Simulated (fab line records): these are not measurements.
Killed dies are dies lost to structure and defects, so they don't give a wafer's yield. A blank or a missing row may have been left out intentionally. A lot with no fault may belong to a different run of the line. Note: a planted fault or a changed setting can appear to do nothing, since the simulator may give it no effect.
Matching of chambers + flow sky130 + SKY_VIA2_CMP_02 on cmp-02 has 4 sister chambers
The step polishes SiO2. 27 wafers are shown with their chamber, then 12 later ones without.

WAFERS WITH THEIR CHAMBER
| wafer  | chamber | motorCurrentA (A) | slurryFlowMlMin |
|--------|---------|-------------------|-----------------|
| L075.2 | 3       | 14.0              | 150.2           |
| L075.5 | 1       | 10.6              | 150.6           |
| L075.6 | 0       | 13.0              | 150.0           |
| L077.2 | 3       | 13.5              | 150.1           |
| L077.4 | 1       | 10.8              | 149.7           |
| L077.5 | 0       | 12.4              | 150.3           |
| L078.1 | 1       | 10.7              | 149.7           |
| L078.5 | 3       | 12.7              | 150.0           |
| L078.6 | 0       | 12.8              | 150.6           |
| L079.1 | 0       | 12.5              | 150.6           |
| L079.3 | 3       | 13.5              | 150.0           |
| L079.4 | 1       | 10.8              | 150.5           |
| L080.1 | 2       | 11.8              | 150.7           |
| L080.2 | 0       | 12.8              | 149.9           |
| L080.3 | 3       | 13.5              | 149.3           |
| L083.3 | 1       | 10.7              | 149.9           |
| L083.5 | 3       | 13.5              | 150.3           |
| L083.6 | 0       | 12.9              | 149.5           |
| L084.1 | 0       | 12.5              | 149.8           |
| L084.2 | 3       | 13.3              | 150.4           |
| L084.3 | 1       | 10.6              | 150.5           |
| L086.1 | 2       | 11.2              | 150.7           |
| L086.3 | 3       | 13.7              | 150.5           |
| L086.5 | 1       | 11.2              | 150.9           |
| L085.2 | 1       | 10.6              | 150.3           |
| L085.5 | 2       | 12.0              | 150.1           |
| L085.6 | 3       | 13.1              | 149.1           |

SIGNATURES, as means of the wafers listed above
| reading         | chamber 0 | chamber 1 | chamber 2 | chamber 3 | scatter within a chamber |
|-----------------|-----------|-----------|-----------|-----------|--------------------------|
| motorCurrentA   | 12.700    | 10.750    | 11.667    | 13.422    | 0.297                    |
| slurryFlowMlMin | 150.100   | 150.262   | 150.500   | 149.989   | 0.444                    |
Rule: for each reading, subtract the chamber's mean from the wafer's reading, divide by that reading's scatter and square the result; add these up over the readings and take the root, which gives the wafer's distance from the chamber. If the next closest chamber is less than 2 further off than the closest, the wafer can't be placed; otherwise it belongs to the closest. The scatter: the root of (the sum of the squares of (reading less its chamber's mean) over the shown wafers, divided by (wafers less chambers)).

WAFERS WITHOUT THEIR CHAMBER
| wafer  | motorCurrentA (A) | slurryFlowMlMin |
|--------|-------------------|-----------------|
| L091.3 | 10.8              | 150.5           |
| L091.4 | 10.4              | 150.0           |
| L091.6 | 13.6              | 150.3           |
| L093.4 | 10.8              | 150.0           |
| L093.5 | 10.9              | 149.8           |
| L093.6 | 13.9              | 150.5           |
| L094.1 | 13.2              | 150.0           |
| L094.3 | 11.8              | 150.6           |
| L094.4 | 11.4              | 150.6           |
| L096.2 | 11.1              | 150.2           |
| L096.3 | 12.3              | 149.8           |
| L096.6 | 14.3              | 150.0           |

WHICH CHAMBER EACH ONE RAN IN
| wafer  | from the rows above     | in truth                   |
|--------|-------------------------|----------------------------|
| L091.3 | 1                       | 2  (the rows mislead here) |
| L091.4 | 1                       | 1                          |
| L091.6 | 3                       | 3                          |
| L093.4 | 1                       | 1                          |
| L093.5 | can't be placed: 1 or 2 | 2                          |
| L093.6 | 3                       | 3                          |
| L094.1 | can't be placed: 3 or 0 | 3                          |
| L094.3 | 2                       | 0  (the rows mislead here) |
| L094.4 | can't be placed: 2 or 1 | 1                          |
| L096.2 | can't be placed: 1 or 2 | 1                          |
| L096.3 | can't be placed: 0 or 2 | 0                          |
| L096.6 | 3                       | 3                          |
5 of 12 placed correctly. Can't be placed from these rows: 5 (the true chamber is among the candidates in 5). Wrongly placed: 2.
